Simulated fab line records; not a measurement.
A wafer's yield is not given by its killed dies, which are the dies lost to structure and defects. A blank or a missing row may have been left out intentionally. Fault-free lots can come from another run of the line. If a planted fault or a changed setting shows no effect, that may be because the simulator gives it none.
The tool behind it: which one?    flow sky130    12 lots with 35 wafers sampled at 3 steps, on a route of 708 steps

WHAT THE GAUGES SHOWED, per wafer
SKY_METAL5_RS_MEAS_05: uses a four-point probe to measure. Usual: METAL5_ALCU_RS typically reads 0.027 ohm/sq, with standard deviation 0.00024.
lot   measured      on             METAL5_ALCU_RS (ohm/sq)  flag
L502  day 42 22:47  film-metro-03  0.0275 0.02725 0.02723   
L505  day 43 18:43  film-metro-02  0.0269 0.02693 0.02726   
L506  day 44 02:05  film-metro-03  0.0267 0.02724 0.02682   
L507  day 44 13:19  film-metro-02  0.0267 0.02673 0.02691   
L509  day 45 06:47  film-metro-02  0.02713 0.02705 0.02711  
L513  day 46 02:14  film-metro-02  0.0268 0.02342           OFF
L515  day 46 18:19  film-metro-02  0.02691 0.02326 0.02681  OFF
L518  day 47 06:32  film-metro-02  0.02723 0.02729 0.02719  
L519  day 47 20:14  film-metro-04  0.02721 0.02697 0.02682  
L520  day 48 05:18  film-metro-04  0.027 0.02681 0.02687    
L523  day 48 10:59  film-metro-04  0.02697 0.02694 0.02728  
L524  day 48 14:55  film-metro-04  0.02701 0.02711 0.02707  

SKY_METAL5_THK_MEAS_06: measures by xrf. Usual: METAL5_ALCU_THK typically reads 1151 nm, with standard deviation 11.
lot   measured      on             METAL5_ALCU_THK (nm)  flag
L502  day 42 22:52  film-metro-03  1120 1138 1140        
L505  day 43 18:50  film-metro-02  1154 1149 1140        
L506  day 44 02:11  film-metro-03  1169 1147 1166        
L507  day 44 13:26  film-metro-02  1169 1170 1156        
L509  day 45 06:53  film-metro-02  1145 1150 1138        
L513  day 46 02:21  film-metro-02  1154 1315             OFF
L515  day 46 18:25  film-metro-02  1154 1326 1153        OFF
L518  day 47 06:38  film-metro-02  1136 1135 1141        
L519  day 47 20:21  film-metro-04  1150 1164 1166        
L520  day 48 05:24  film-metro-04  1156 1168 1165        
L523  day 48 11:05  film-metro-04  1157 1164 1148        
L524  day 48 15:02  film-metro-04  1156 1149 1155        

EACH LOT AND THE TOOL THAT RAN IT (in order: tool; ch and the chambers of the sampled wafers; start)
lot   SKY_METAL5_SPUTTER_02
L502  pvd-sputter-01, day 42 22:36
L505  pvd-sputter-04, day 43 18:36
L506  pvd-sputter-01, day 44 01:57
L507  pvd-sputter-04, day 44 13:11
L509  pvd-sputter-02, day 45 06:37
L513  pvd-sputter-04, day 46 02:06
L515  pvd-sputter-04, day 46 18:10
L518  pvd-sputter-02, day 47 06:24
L519  pvd-sputter-01, day 47 20:07
L520  pvd-sputter-01, day 48 05:09
L523  pvd-sputter-02, day 48 10:49
L524  pvd-sputter-02, day 48 14:47
- SKY_METAL5_SPUTTER_02: material AlCu, target thk 1150 nm, time 61.2 s.

WHAT THE TOOLS THEMSELVES READ (means of the sampled wafers that have a number; where no wafer has one, the mark that the record gives instead)
SKY_METAL5_SPUTTER_02. Usual: throttle-valve-pct reads 30.2 % (standard deviation 0.84).
lot   tool            throttle-valve-pct (%)  flag
L502  pvd-sputter-01  30.4                    
L505  pvd-sputter-04  30.1                    
L506  pvd-sputter-01  30.1                    
L507  pvd-sputter-04  30.3                    
L509  pvd-sputter-02  30.0                    
L513  pvd-sputter-04  29.6                    
L515  pvd-sputter-04  30.1                    
L518  pvd-sputter-02  29.4                    
L519  pvd-sputter-01  30.6                    
L520  pvd-sputter-01  31.2                    
L523  pvd-sputter-02  29.4                    
L524  pvd-sputter-02  29.9                    

THE ANSWER, worked out from the rows above alone
Rule: a lot counts as off when the mean over its wafers that have a number is more than 3 standard deviations away from the usual mean. Also off: a lot with no number at a reading for which 4 or more lots have one. Any other lot the step has rows for is counted as sound. The gauges are gone through in route order, then the tools' own readings, and for those a lot's mean is taken as printed above. At the first step where some lot is off, the reading lying furthest off is the one used; lots without a number count as furthest.
Off: L513, L515, at SKY_METAL5_RS_MEAS_05 (METAL5_ALCU_RS).
If a tool, at a process step before that reading, ran all the lots that are off and no sound lot after the first of them, it fits. Those tools and the gauges at SKY_METAL5_RS_MEAS_05 are tried in the same way. One candidate fits, namely pvd-sputter-04 at SKY_METAL5_SPUTTER_02. A fault onset in the window from L507 (day 44 13:11, its last sound lot) to L513 (day 46 02:06, its first lot off) fits.

WHAT THE SIMULATOR PUT IN
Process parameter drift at SKY_METAL5_SPUTTER_02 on pvd-sputter-04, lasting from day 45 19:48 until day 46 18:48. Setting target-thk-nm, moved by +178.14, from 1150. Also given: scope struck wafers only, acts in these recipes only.
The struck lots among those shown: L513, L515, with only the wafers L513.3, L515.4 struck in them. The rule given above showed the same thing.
